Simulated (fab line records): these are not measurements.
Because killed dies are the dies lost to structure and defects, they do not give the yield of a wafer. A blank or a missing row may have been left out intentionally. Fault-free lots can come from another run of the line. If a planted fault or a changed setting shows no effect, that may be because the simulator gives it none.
fab line records -- flow sky130
record: lots: 24, wafers: 72, lastDay: 50
route steps=708 shown POLY_GATE@236 LDD_HVN@277 CONTACT@409 METAL2@500 CAPM@541 METAL3@564
lots that met no fault: from a run of the same line without faults
startH: the number of hours between the record's first day and the start of the first shown wafer of the lot -- waitH: time in hours since the lot's previous step -- " unchanged from the row above -- L1.1+2: one row covering several wafers at once -- - no value, or no start was given -- * or withheld: withheld -- < > ~ a bound
route shown NAME@n: names a module that has steps shown in the file, with the first one's number in the route -- usual: the fault-free wafers' mean and standard deviation -- same: alike in all rows -- chamber/n: place in a boat -- sites: each site's reading -- _std_site: the values' standard deviation -- _edge_site: the outer-site mean with the inner-site mean subtracted -- radiusMm: how far each site lies from the wafer's centre -- mask NAME#n: copy n -- behind: the tool/chamber that last shaped the wafer -- hold: cause of the lot's hold/its duration in hours/its outcome -- device: the transistor (n, p or np) that didn't switch -- end of line: tests run on the same wafers once the route is complete -- a step without rows: its recipe alone -- killed: dies that structure and defects cost at the first sort, which is not the same as the wafer's yield -- map: the dies of a wafer, with x for killed, . for not killed, _ for no die there
set.NAME: the setting the step ran with; set.NAME@STEP: the setting that earlier step ran with -- model.NAME: the simulator's own value behind a step, which no gauge read
the route's steps for a sample of lots (tables are steps, rows are wafers)
services: when a tool's chamber went out of use (startH, in hours from the record's first day, below 0 if earlier), for how many hours, and the reason
== steps ==
step: SKY_POLY_GATE_CD_MEAS_22
usual: cdNm: 149.7/2.1
lot.wafer,tool,chamber,startH,waitH,cdNm
L074.1,cdSem-02,-,361.65,0.1,150.6
L074.2,cdSem-02,-,361.65,0.1,147.6
L074.3,cdSem-02,-,361.65,0.1,147.9
L075.2,cdSem-01,-,369.80,0.1,147.4
L075.3,cdSem-01,-,369.80,0.1,145.4
L075.5,cdSem-01,-,369.80,0.1,148.6
L076.2,cdSem-02,-,380.68,0.1,148.6
L076.3,cdSem-02,-,380.68,0.1,151.7
L076.6,cdSem-02,-,380.68,0.1,147.3
L077.3,cdSem-02,-,423.88,0.1,152.1
L077.4,cdSem-02,-,423.88,0.1,151.1
L077.5,cdSem-02,-,423.88,0.1,151.6
L079.2,cdSem-01,-,437.43,0.1,153.4
L079.4,cdSem-01,-,437.43,0.1,149.8
L079.6,cdSem-01,-,437.43,0.1,154.0
L078.4,cdSem-01,-,442.21,0.1,153.7
L078.5,cdSem-01,-,442.21,0.1,151.8
L078.6,cdSem-01,-,442.21,0.1,150.9
L080.1,cdSem-02,-,445.25,0.1,146.8
L080.3,cdSem-02,-,445.25,0.1,147.7
L080.6,cdSem-02,-,445.25,0.1,146.4
L081.1,cdSem-02,-,455.07,0.1,151.1
L081.5,cdSem-02,-,455.07,0.1,150.6
L081.6,cdSem-02,-,455.07,0.1,150.8
L082.3,cdSem-02,-,460.38,0.1,148.7
L082.4,cdSem-02,-,460.38,0.1,145.3
L082.5,cdSem-02,-,460.38,0.1,145.4
L084.3,cdSem-02,-,463.16,0.1,150.4
L084.5,cdSem-02,-,463.16,0.1,150.7
L084.6,cdSem-02,-,463.16,0.1,151.3
L083.3,cdSem-02,-,464.41,0.1,146.8
L083.4,cdSem-02,-,464.41,0.1,148.2
L083.5,cdSem-02,-,464.41,0.1,147.6
L086.1,cdSem-01,-,482.00,0.1,149.3
L086.2,cdSem-01,-,482.00,0.1,149.7
L086.6,cdSem-01,-,482.00,0.1,149.3
L085.1,cdSem-01,-,486.62,0.1,150.1
L085.5,cdSem-01,-,486.62,0.1,148.8
L085.6,cdSem-01,-,486.62,0.1,151.3
L087.2,cdSem-01,-,490.95,0.1,152.5
L087.3,cdSem-01,-,490.95,0.1,151.8
L087.6,cdSem-01,-,490.95,0.1,150.0
L088.1,cdSem-02,-,497.58,0.1,147.1
L088.3,cdSem-02,-,497.58,0.1,151.1
L088.4,cdSem-02,-,497.58,0.1,148.4
L089.1,cdSem-02,-,505.73,0.1,149.5
L089.5,cdSem-02,-,505.73,0.1,152.8
L089.6,cdSem-02,-,505.73,0.1,149.1
L090.1,cdSem-02,-,510.49,0.1,149.2
L090.2,cdSem-02,-,510.49,0.1,148.7
L090.6,cdSem-02,-,510.49,0.1,146.6
L091.1,cdSem-02,-,517.35,0.1,147.3
L091.3,cdSem-02,-,517.35,0.1,150.1
L091.5,cdSem-02,-,517.35,0.1,147.5
L092.1,cdSem-02,-,526.78,0.2,152.7
L092.3,cdSem-02,-,526.78,0.2,152.1
L092.6,cdSem-02,-,526.78,0.2,152.1
L093.1,cdSem-02,-,533.57,0.1,149.8
L093.3,cdSem-02,-,533.57,0.1,148.3
L093.4,cdSem-02,-,533.57,0.1,149.3
L094.1,cdSem-01,-,549.00,0.1,149.0
L094.2,cdSem-01,-,549.00,0.1,150.1
L094.6,cdSem-01,-,549.00,0.1,152.3
L095.1,cdSem-02,-,556.81,0.1,152.3
L095.3,cdSem-02,-,556.81,0.1,151.8
L095.6,cdSem-02,-,556.81,0.1,149.0
L096.1,cdSem-01,-,559.96,0.1,151.8
L096.4,cdSem-01,-,559.96,0.1,152.8
L096.6,cdSem-01,-,559.96,0.1,150.6
L097.1,cdSem-01,-,570.62,0.1,147.5
L097.2,cdSem-01,-,570.62,0.1,147.6
L097.3,cdSem-01,-,570.62,0.1,147.1
step: SKY_LDD_HVN_TW_MEAS_10
usual: LDD_HVN_TW: 1457/8.3
lot.wafer,tool,chamber,startH,waitH,LDD_HVN_TW
L074.1,filmMetro-01,-,451.58,0.1,1458
L074.2,filmMetro-01,-,451.58,0.1,1461
L074.3,filmMetro-01,-,451.58,0.1,1458
L075.2,filmMetro-04,-,459.48,0.1,1453
L075.3,filmMetro-04,-,459.48,0.1,1457
L075.5,filmMetro-04,-,459.48,0.1,1459
L076.2,filmMetro-02,-,471.38,0.1,1454
L076.3,filmMetro-02,-,471.38,0.1,1458
L076.6,filmMetro-02,-,471.38,0.1,1453
L077.3,filmMetro-01,-,517.87,0.1,1441
L077.4,filmMetro-01,-,517.87,0.1,1439
L077.5,filmMetro-01,-,517.87,0.1,1445
L079.2,filmMetro-04,-,531.26,0.1,1459
L079.4,filmMetro-04,-,531.26,0.1,1461
L079.6,filmMetro-04,-,531.26,0.1,1463
L078.4,filmMetro-01,-,535.21,0.1,1448
L078.5,filmMetro-01,-,535.21,0.1,1454
L078.6,filmMetro-01,-,535.21,0.1,1451
L080.1,filmMetro-02,-,538.36,0.1,1456
L080.3,filmMetro-02,-,538.36,0.1,1464
L080.6,filmMetro-02,-,538.36,0.1,1469
L081.1,filmMetro-04,-,548.33,0.1,1455
L081.5,filmMetro-04,-,548.33,0.1,1462
L081.6,filmMetro-04,-,548.33,0.1,1455
L082.3,filmMetro-04,-,552.60,0.1,1469
L082.4,filmMetro-04,-,552.60,0.1,1461
L082.5,filmMetro-04,-,552.60,0.1,1462
L084.3,filmMetro-01,-,556.33,0.1,1451
L084.5,filmMetro-01,-,556.33,0.1,1451
L084.6,filmMetro-01,-,556.33,0.1,1445
L083.3,filmMetro-02,-,557.40,0.1,1463
L083.4,filmMetro-02,-,557.40,0.1,1470
L083.5,filmMetro-02,-,557.40,0.1,1460
L086.1,filmMetro-01,-,573.78,0.1,1461
L086.2,filmMetro-01,-,573.78,0.1,1472
L086.6,filmMetro-01,-,573.78,0.1,1452
L085.1,filmMetro-04,-,578.48,0.1,1465
L085.5,filmMetro-04,-,578.48,0.1,1465
L085.6,filmMetro-04,-,578.48,0.1,1462
L087.2,filmMetro-04,-,582.94,0.1,1464
L087.3,filmMetro-04,-,582.94,0.1,1466
L087.6,filmMetro-04,-,582.94,0.1,1462
L088.1,filmMetro-01,-,589.80,0.1,1461
L088.3,filmMetro-01,-,589.80,0.1,1452
L088.4,filmMetro-01,-,589.80,0.1,1455
L089.1,filmMetro-01,-,597.36,0.1,1464
L089.5,filmMetro-01,-,597.36,0.1,1464
L089.6,filmMetro-01,-,597.36,0.1,1457
L090.1,filmMetro-01,-,602.65,0.1,1443
L090.2,filmMetro-01,-,602.65,0.1,1454
L090.6,filmMetro-01,-,602.65,0.1,1444
L091.1,filmMetro-01,-,608.25,0.1,1449
L091.3,filmMetro-01,-,608.25,0.1,1441
L091.5,filmMetro-01,-,608.25,0.1,1444
L092.1,filmMetro-04,-,616.86,0.1,1457
L092.3,filmMetro-04,-,616.86,0.1,1464
L092.6,filmMetro-04,-,616.86,0.1,1453
L093.1,filmMetro-04,-,625.10,0.1,1450
L093.3,filmMetro-04,-,625.10,0.1,1463
L093.4,filmMetro-04,-,625.10,0.1,1465
L094.1,filmMetro-01,-,639.20,0.1,1446
L094.2,filmMetro-01,-,639.20,0.1,1449
L094.6,filmMetro-01,-,639.20,0.1,1455
L095.1,filmMetro-01,-,646.03,0.1,1464
L095.3,filmMetro-01,-,646.03,0.1,1454
L095.6,filmMetro-01,-,646.03,0.1,1453
L096.1,filmMetro-01,-,648.78,0.1,1448
L096.4,filmMetro-01,-,648.78,0.1,1448
L096.6,filmMetro-01,-,648.78,0.1,1442
L097.1,filmMetro-04,-,658.73,0.1,1474
L097.2,filmMetro-04,-,658.73,0.1,1469
L097.3,filmMetro-04,-,658.73,0.1,1465
step: SKY_CONTACT_THK_MEAS_03
recipe: reads: SiO2_of_CONTACT_HDPCVD_02
usual: CONTACT_HDPCVD_THK: 564/4.8
lot.wafer,tool,chamber,startH,waitH,CONTACT_HDPCVD_THK[nm]
L074.1,filmMetro-01,-,696.50,0.0,558
L074.2,filmMetro-01,-,696.50,0.0,561
L074.3,filmMetro-01,-,696.50,0.0,565
L075.2,filmMetro-03,-,700.65,0.0,561
L075.3,filmMetro-03,-,700.65,0.0,565
L075.5,filmMetro-03,-,700.65,0.0,560
L076.2,filmMetro-03,-,715.59,0.0,568
L076.3,filmMetro-03,-,715.59,0.0,565
L076.6,filmMetro-03,-,715.59,0.0,565
L077.3,filmMetro-04,-,756.48,0.1,566
L077.4,filmMetro-04,-,756.48,0.1,561
L077.5,filmMetro-04,-,756.48,0.1,566
L079.2,filmMetro-04,-,767.29,0.1,568
L079.4,filmMetro-04,-,767.29,0.1,570
L079.6,filmMetro-04,-,767.29,0.1,567
L078.4,filmMetro-04,-,771.42,0.0,568
L078.5,filmMetro-04,-,771.42,0.0,568
L078.6,filmMetro-04,-,771.42,0.0,571
L080.1,filmMetro-01,-,773.75,0.0,570
L080.3,filmMetro-01,-,773.75,0.0,563
L080.6,filmMetro-01,-,773.75,0.0,567
L081.1,filmMetro-01,-,781.59,0.0,564
L081.5,filmMetro-01,-,781.59,0.0,570
L081.6,filmMetro-01,-,781.59,0.0,568
L082.3,filmMetro-03,-,785.11,0.1,567
L082.4,filmMetro-03,-,785.11,0.1,565
L082.5,filmMetro-03,-,785.11,0.1,563
L084.3,filmMetro-01,-,791.21,0.1,553
L084.5,filmMetro-01,-,791.21,0.1,555
L084.6,filmMetro-01,-,791.21,0.1,553
L083.3,filmMetro-01,-,791.54,0.1,560
L083.4,filmMetro-01,-,791.54,0.1,557
L083.5,filmMetro-01,-,791.54,0.1,566
L086.1,filmMetro-03,-,806.14,0.0,562
L086.2,filmMetro-03,-,806.14,0.0,561
L086.6,filmMetro-03,-,806.14,0.0,561
L085.1,filmMetro-04,-,808.68,0.0,567
L085.5,filmMetro-04,-,808.68,0.0,572
L085.6,filmMetro-04,-,808.68,0.0,570
L087.2,filmMetro-04,-,812.05,0.0,568
L087.3,filmMetro-04,-,812.05,0.0,568
L087.6,filmMetro-04,-,812.05,0.0,566
L088.1,filmMetro-03,-,821.25,0.0,565
L088.3,filmMetro-03,-,821.25,0.0,564
L088.4,filmMetro-03,-,821.25,0.0,559
L089.1,filmMetro-03,-,825.59,0.0,566
L089.5,filmMetro-03,-,825.59,0.0,565
L089.6,filmMetro-03,-,825.59,0.0,559
L090.1,filmMetro-03,-,832.73,0.0,564
L090.2,filmMetro-03,-,832.73,0.0,558
L090.6,filmMetro-03,-,832.73,0.0,562
L091.1,filmMetro-03,-,835.87,0.0,568
L091.3,filmMetro-03,-,835.87,0.0,569
L091.5,filmMetro-03,-,835.87,0.0,566
L092.1,filmMetro-01,-,843.57,0.0,566
L092.3,filmMetro-01,-,843.57,0.0,564
L092.6,filmMetro-01,-,843.57,0.0,567
L093.1,filmMetro-01,-,849.22,0.0,556
L093.3,filmMetro-01,-,849.22,0.0,561
L093.4,filmMetro-01,-,849.22,0.0,558
L094.1,filmMetro-01,-,863.69,0.0,568
L094.2,filmMetro-01,-,863.69,0.0,566
L094.6,filmMetro-01,-,863.69,0.0,561
L095.1,filmMetro-04,-,869.02,0.0,564
L095.3,filmMetro-04,-,869.02,0.0,557
L095.6,filmMetro-04,-,869.02,0.0,563
L096.1,filmMetro-01,-,873.36,0.0,565
L096.4,filmMetro-01,-,873.36,0.0,560
L096.6,filmMetro-01,-,873.36,0.0,559
L097.1,filmMetro-03,-,880.75,0.0,557
L097.2,filmMetro-03,-,880.75,0.0,561
L097.3,filmMetro-03,-,880.75,0.0,565
step: SKY_METAL2_DESCUM_17
recipe: chemistry: O2, sourcePowerW: 150, biasPowerW: 0, pressureMtorr: 10, tempC: 40, timeS: 8
usual: drypumpMotorCurrentA: 5.3/0.35, oesProductAu: 1.002/0.011
lot.wafer,tool,chamber,startH,waitH,drypumpMotorCurrentA,oesProductAu,rfHoursCounterH
L074.1,rieMetal-02,0,811.49,0.0,5.5,1.007,15
L074.2,rieMetal-02,1,811.49,0.0,5.7,0.990,15
L074.3,rieMetal-02,1,811.49,0.0,5.6,0.991,-
L075.2,rieMetal-01,1,813.89,0.0,4.7,0.984,13
L075.3,rieMetal-01,1,813.89,0.0,4.7,0.977,-
L075.5,rieMetal-01,0,813.89,0.0,5.3,0.989,-
L076.2,rieMetal-01,0,828.14,0.0,5.3,1.012,15
L076.3,rieMetal-01,0,828.14,0.0,5.3,0.992,-
L076.6,rieMetal-01,1,828.14,0.0,4.7,0.980,-
L077.3,rieMetal-02,1,868.26,0.0,5.6,0.998,-
L077.4,rieMetal-02,1,868.26,0.0,5.6,1.006,-
L077.5,rieMetal-02,1,868.26,0.0,5.6,1.010,-
L079.2,rieMetal-03,1,878.09,0.0,5.4,0.998,5
L079.4,rieMetal-03,0,878.09,0.0,4.7,1.004,-
L079.6,rieMetal-03,1,878.09,0.0,5.4,1.003,-
L078.4,rieMetal-02,1,881.31,0.0,5.7,1.004,-
L078.5,rieMetal-02,1,881.31,0.0,5.7,1.010,-
L078.6,rieMetal-02,0,881.31,0.0,5.5,1.004,-
L080.1,rieMetal-02,0,884.68,0.0,5.5,1.007,1
L080.3,rieMetal-02,0,884.68,0.0,5.5,1.003,-
L080.6,rieMetal-02,0,884.68,0.0,5.5,1.004,-
L081.1,rieMetal-02,1,891.39,0.0,5.7,1.019,3
L081.5,rieMetal-02,0,891.39,0.0,5.5,0.997,-
L081.6,rieMetal-02,1,891.39,0.0,5.7,1.014,-
L082.3,rieMetal-02,1,896.66,0.0,5.7,1.016,-
L082.4,rieMetal-02,0,896.66,0.0,5.5,1.011,-
L082.5,rieMetal-02,0,896.66,0.0,5.5,1.007,-
L084.3,rieMetal-01,1,901.51,0.0,4.7,0.984,-
L084.5,rieMetal-01,0,901.51,0.0,5.3,1.002,-
L084.6,rieMetal-01,1,901.51,0.0,4.7,0.997,-
L083.3,rieMetal-03,0,901.86,0.0,4.7,1.005,-
L083.4,rieMetal-03,1,901.86,0.0,5.4,1.015,-
L083.5,rieMetal-03,0,901.86,0.0,4.7,1.006,-
L086.1,rieMetal-02,1,914.75,0.0,5.6,1.016,4
L086.2,rieMetal-02,0,914.75,0.0,5.5,1.004,2
L086.6,rieMetal-02,1,914.75,0.0,5.7,1.009,-
L085.1,rieMetal-01,0,916.94,0.0,5.3,1.004,19
L085.5,rieMetal-01,0,916.94,0.0,5.3,1.002,-
L085.6,rieMetal-01,1,916.94,0.0,4.8,0.974,-
L087.2,rieMetal-03,1,920.68,0.0,5.4,1.003,8
L087.3,rieMetal-03,0,920.68,0.0,4.7,0.994,-
L087.6,rieMetal-03,0,920.68,0.0,4.7,0.993,-
L088.1,rieMetal-01,1,928.84,0.0,4.7,0.978,18
L088.3,rieMetal-01,1,928.84,0.0,4.7,0.984,-
L088.4,rieMetal-01,1,928.84,0.0,4.7,0.985,-
L089.1,rieMetal-03,0,932.63,0.0,4.7,1.011,13
L089.5,rieMetal-03,1,932.63,0.0,5.4,1.009,-
L089.6,rieMetal-03,0,932.63,0.0,4.7,1.004,-
L090.1,rieMetal-03,0,940.60,0.0,4.7,1.007,14
L090.2,rieMetal-03,1,940.60,0.0,5.4,1.011,9
L090.6,rieMetal-03,1,940.60,0.0,5.4,1.013,-
L091.1,rieMetal-02,0,941.34,0.0,5.5,1.002,4
L091.3,rieMetal-02,0,941.34,0.0,5.5,1.017,-
L091.5,rieMetal-02,0,941.34,0.0,5.5,1.016,-
L092.1,rieMetal-03,1,949.39,0.0,5.4,1.013,9
L092.3,rieMetal-03,0,949.39,0.0,4.7,1.008,-
L092.6,rieMetal-03,0,949.39,0.0,4.7,1.019,-
L093.1,rieMetal-01,0,955.45,0.0,5.3,0.988,1
L093.3,rieMetal-01,0,955.45,0.0,5.3,0.991,-
L093.4,rieMetal-01,0,955.45,0.0,5.3,1.010,-
L094.1,rieMetal-02,1,968.99,0.0,5.6,1.015,5
L094.2,rieMetal-02,0,968.99,0.0,5.5,1.006,5
L094.6,rieMetal-02,0,968.99,0.0,5.5,0.998,-
L095.1,rieMetal-02,0,974.45,0.0,5.5,1.013,5
L095.3,rieMetal-02,1,974.45,0.0,5.7,1.019,-
L095.6,rieMetal-02,0,974.45,0.0,5.5,1.009,-
L096.1,rieMetal-02,1,977.78,0.0,5.6,1.010,6
L096.4,rieMetal-02,1,977.78,0.0,5.6,1.021,-
L096.6,rieMetal-02,0,977.78,0.0,5.5,1.004,-
L097.1,rieMetal-01,1,984.55,0.0,4.7,0.994,1
L097.2,rieMetal-01,0,984.55,0.0,5.3,0.991,4
L097.3,rieMetal-01,0,984.55,0.0,5.3,1.000,-
step: SKY_CAPM_THK_MEAS_04
recipe: thkMeasGauge: xrf, reads: TiN_of_CAPM_SPUTTER_02
usual: CAPM_TIN_THK: 197.3/2.2
lot.wafer,tool,chamber,startH,waitH,CAPM_TIN_THK[nm]
L074.1,filmMetro-03,-,841.49,0.1,192.7
L074.2,filmMetro-03,-,841.49,0.1,193.6
L074.3,filmMetro-03,-,841.49,0.1,193.2
L075.2,filmMetro-03,-,843.40,0.1,196.8
L075.3,filmMetro-03,-,843.40,0.1,200.3
L075.5,filmMetro-03,-,843.40,0.1,198.6
L076.2,filmMetro-03,-,858.09,0.1,193.7
L076.3,filmMetro-03,-,858.09,0.1,196.2
L076.6,filmMetro-03,-,858.09,0.1,193.8
L077.3,filmMetro-04,-,898.23,0.1,197.7
L077.4,filmMetro-04,-,898.23,0.1,196.2
L077.5,filmMetro-04,-,898.23,0.1,198.8
L079.2,filmMetro-04,-,907.20,0.1,198.4
L079.4,filmMetro-04,-,907.20,0.1,198.3
L079.6,filmMetro-04,-,907.20,0.1,198.7
L078.4,filmMetro-03,-,910.12,0.1,195.6
L078.5,filmMetro-03,-,910.12,0.1,195.1
L078.6,filmMetro-03,-,910.12,0.1,195.4
L080.1,filmMetro-02,-,914.01,0.1,197.4
L080.3,filmMetro-02,-,914.01,0.1,199.8
L080.6,filmMetro-02,-,914.01,0.1,197.4
L081.1,filmMetro-03,-,920.37,0.1,195.0
L081.5,filmMetro-03,-,920.37,0.1,195.6
L081.6,filmMetro-03,-,920.37,0.1,194.5
L082.3,filmMetro-03,-,925.08,0.1,200.3
L082.4,filmMetro-03,-,925.08,0.1,198.7
L082.5,filmMetro-03,-,925.08,0.1,198.9
L084.3,filmMetro-02,-,929.55,0.1,196.8
L084.5,filmMetro-02,-,929.55,0.1,195.7
L084.6,filmMetro-02,-,929.55,0.1,198.5
L083.3,filmMetro-04,-,930.45,0.1,199.9
L083.4,filmMetro-04,-,930.45,0.1,197.7
L083.5,filmMetro-04,-,930.45,0.1,198.6
L086.1,filmMetro-02,-,942.56,0.1,198.8
L086.2,filmMetro-02,-,942.56,0.1,197.9
L086.6,filmMetro-02,-,942.56,0.1,199.3
L085.1,filmMetro-04,-,943.97,0.1,201.9
L085.5,filmMetro-04,-,943.97,0.1,201.0
L085.6,filmMetro-04,-,943.97,0.1,201.1
L087.2,filmMetro-03,-,948.19,0.1,196.5
L087.3,filmMetro-03,-,948.19,0.1,198.3
L087.6,filmMetro-03,-,948.19,0.1,197.5
L088.1,filmMetro-04,-,956.11,0.1,197.9
L088.3,filmMetro-04,-,956.11,0.1,199.5
L088.4,filmMetro-04,-,956.11,0.1,199.7
L089.1,filmMetro-03,-,959.69,0.1,195.3
L089.5,filmMetro-03,-,959.69,0.1,192.6
L089.6,filmMetro-03,-,959.69,0.1,193.1
L090.1,filmMetro-04,-,967.98,0.1,195.9
L090.2,filmMetro-04,-,967.98,0.1,195.5
L090.6,filmMetro-04,-,967.98,0.1,198.7
L091.1,filmMetro-02,-,969.07,0.1,197.6
L091.3,filmMetro-02,-,969.07,0.1,196.6
L091.5,filmMetro-02,-,969.07,0.1,199.1
L092.1,filmMetro-04,-,977.03,0.1,198.0
L092.3,filmMetro-04,-,977.03,0.1,196.6
L092.6,filmMetro-04,-,977.03,0.1,197.2
L093.1,filmMetro-03,-,983.25,0.1,197.1
L093.3,filmMetro-03,-,983.25,0.1,195.6
L093.4,filmMetro-03,-,983.25,0.1,194.1
L094.1,filmMetro-03,-,996.05,0.1,195.1
L094.2,filmMetro-03,-,996.05,0.1,196.0
L094.6,filmMetro-03,-,996.05,0.1,194.1
L095.1,filmMetro-03,-,1001.31,0.1,197.1
L095.3,filmMetro-03,-,1001.31,0.1,197.3
L095.6,filmMetro-03,-,1001.31,0.1,197.6
L096.1,filmMetro-04,-,1004.34,0.1,201.6
L096.4,filmMetro-04,-,1004.34,0.1,201.3
L096.6,filmMetro-04,-,1004.34,0.1,201.4
L097.1,filmMetro-04,-,1011.00,0.1,196.1
L097.2,filmMetro-04,-,1011.00,0.1,195.4
L097.3,filmMetro-04,-,1011.00,0.1,195.9
step: SKY_METAL3_OVL_MEAS_14
usual: METAL3_OVL: 3/5.6
lot.wafer,tool,chamber,startH,waitH,METAL3_OVL[nm]
L074.1,overlay-01,-,893.89,0.1,-3
L074.2,overlay-01,-,893.89,0.1,6
L074.3,overlay-01,-,893.89,0.1,-2
L075.2,overlay-02,-,895.96,0.1,4
L075.3,overlay-02,-,895.96,0.1,-2
L075.5,overlay-02,-,895.96,0.1,4
L076.2,overlay-01,-,909.59,0.1,3
L076.3,overlay-01,-,909.59,0.1,1
L076.6,overlay-01,-,909.59,0.1,1
L077.3,overlay-01,-,948.10,0.1,-6
L077.4,overlay-01,-,948.10,0.1,-5
L077.5,overlay-01,-,948.10,0.1,8
L079.2,overlay-01,-,956.20,0.1,-1
L079.4,overlay-01,-,956.20,0.1,-4
L079.6,overlay-01,-,956.20,0.1,1
L078.4,overlay-02,-,958.88,0.1,5
L078.5,overlay-02,-,958.88,0.1,4
L078.6,overlay-02,-,958.88,0.1,3
L080.1,overlay-01,-,963.72,0.1,-5
L080.3,overlay-01,-,963.72,0.1,2
L080.6,overlay-01,-,963.72,0.1,2
L081.1,overlay-01,-,969.60,0.1,6
L081.5,overlay-01,-,969.60,0.1,1
L081.6,overlay-01,-,969.60,0.1,14
L082.3,overlay-01,-,973.70,0.1,-3
L082.4,overlay-01,-,973.70,0.1,6
L082.5,overlay-01,-,973.70,0.1,2
L084.3,overlay-01,-,978.10,0.1,4
L084.5,overlay-01,-,978.10,0.1,13
L084.6,overlay-01,-,978.10,0.1,4
L083.3,overlay-01,-,979.06,0.1,-2
L083.4,overlay-01,-,979.06,0.1,-5
L083.5,overlay-01,-,979.06,0.1,0
L086.1,overlay-01,-,990.64,0.1,-6
L086.2,overlay-01,-,990.64,0.1,2
L086.6,overlay-01,-,990.64,0.1,0
L085.1,overlay-01,-,993.48,0.1,9
L085.5,overlay-01,-,993.48,0.1,13
L085.6,overlay-01,-,993.48,0.1,10
L087.2,overlay-01,-,996.50,0.1,2
L087.3,overlay-01,-,996.50,0.1,6
L087.6,overlay-01,-,996.50,0.1,-2
L088.1,overlay-02,-,1004.50,0.1,4
L088.3,overlay-02,-,1004.50,0.1,15
L088.4,overlay-02,-,1004.50,0.1,2
L089.1,overlay-02,-,1007.69,0.1,1
L089.5,overlay-02,-,1007.69,0.1,4
L089.6,overlay-02,-,1007.69,0.1,3
L090.1,overlay-01,-,1015.73,0.1,9
L090.2,overlay-01,-,1015.73,0.1,5
L090.6,overlay-01,-,1015.73,0.1,2
L091.1,overlay-01,-,1016.90,0.1,13
L091.3,overlay-01,-,1016.90,0.1,6
L091.5,overlay-01,-,1016.90,0.1,12
L092.1,overlay-01,-,1024.38,0.1,3
L092.3,overlay-01,-,1024.38,0.1,3
L092.6,overlay-01,-,1024.38,0.1,3
L093.1,overlay-01,-,1029.28,0.1,-12
L093.3,overlay-01,-,1029.28,0.1,-9
L093.4,overlay-01,-,1029.28,0.1,9
L094.1,overlay-01,-,1041.75,0.1,7
L094.2,overlay-01,-,1041.75,0.1,0
L094.6,overlay-01,-,1041.75,0.1,6
L095.1,overlay-01,-,1047.35,0.1,2
L095.3,overlay-01,-,1047.35,0.1,4
L095.6,overlay-01,-,1047.35,0.1,-3
L096.1,overlay-01,-,1049.14,0.1,12
L096.4,overlay-01,-,1049.14,0.1,7
L096.6,overlay-01,-,1049.14,0.1,5
L097.1,overlay-02,-,1055.18,0.1,13
L097.2,overlay-02,-,1055.18,0.1,4
L097.3,overlay-02,-,1055.18,0.1,7
== services ==
tool,chamber,startH,hours,kind
rieMetal-01,-,797.65,4.3,pm
rieMetal-03,1,815.70,1.3,repair
rieMetal-02,1,820.95,-,clean
rieMetal-02,1,820.95,25.9,scheduledDown
rieMetal-02,1,820.95,25.9,ventCycle
rieMetal-03,-,859.10,1.4,pm
rieMetal-02,0,860.05,-,clean
rieMetal-02,0,860.05,16.1,scheduledDown
rieMetal-02,0,860.05,16.1,ventCycle
rieMetal-01,0,923.56,-,clean
rieMetal-01,0,923.56,19.6,scheduledDown
rieMetal-01,0,923.56,19.6,ventCycle
rieMetal-03,-,927.07,0.5,repair
rieMetal-02,1,932.22,12.3,repair
rieMetal-01,1,943.19,-,clean
rieMetal-01,1,943.19,18.5,scheduledDown
rieMetal-01,1,943.19,18.5,ventCycle
== key ==
fault none
